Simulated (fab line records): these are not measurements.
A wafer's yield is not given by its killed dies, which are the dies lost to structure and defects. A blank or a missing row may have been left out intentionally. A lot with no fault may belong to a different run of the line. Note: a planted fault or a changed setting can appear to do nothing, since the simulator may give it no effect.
Chamber matching	flow sky130	SKY_VIA1_CMP_02 on cmp-02: 3 sister chambers
The step polishes SiO2. 3 wafers are shown with their chamber, then 6 later ones without.

## WAFERS, EACH WITH ITS CHAMBER
wafer	chamber	motor current A (A)
L501.5	2	12.3
L508.4	1	11.7
L508.5	0	11.0

## WAFERS WITHOUT THEIR CHAMBER
wafer	motor current A (A)
L508.6	11.2
L509.1	12.0
L509.2	10.3
L509.5	11.2
L516.4	10.8
L516.5	12.5

## EACH ONE'S CHAMBER
wafer	from the rows above	in truth
L508.6	can't be placed: 0 or 1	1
L509.1	can't be placed: 1 or 2 or 0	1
L509.2	can't be placed: 0 or 1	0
L509.5	can't be placed: 0 or 1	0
L516.4	can't be placed: 0 or 1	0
L516.5	can't be placed: 2 or 1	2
0 of 6 placed correctly. These rows do not allow placing 6 (true chamber among the candidates in 6). Wrongly placed: 0.
How it was worked out, from the rows above alone: a wafer's distance from a chamber is the root of the sum, over the readings, of the square of ((its reading less the chamber's mean) divided by the reading's scatter). If the next closest chamber is less than 2 further off than the closest, the wafer can't be placed; otherwise it belongs to the closest. The mean given for a chamber averages the wafers shown for that chamber. The scatter: with one shown wafer a chamber, the root of the mean of the squares of how far each hidden wafer lies from its nearest shown one.
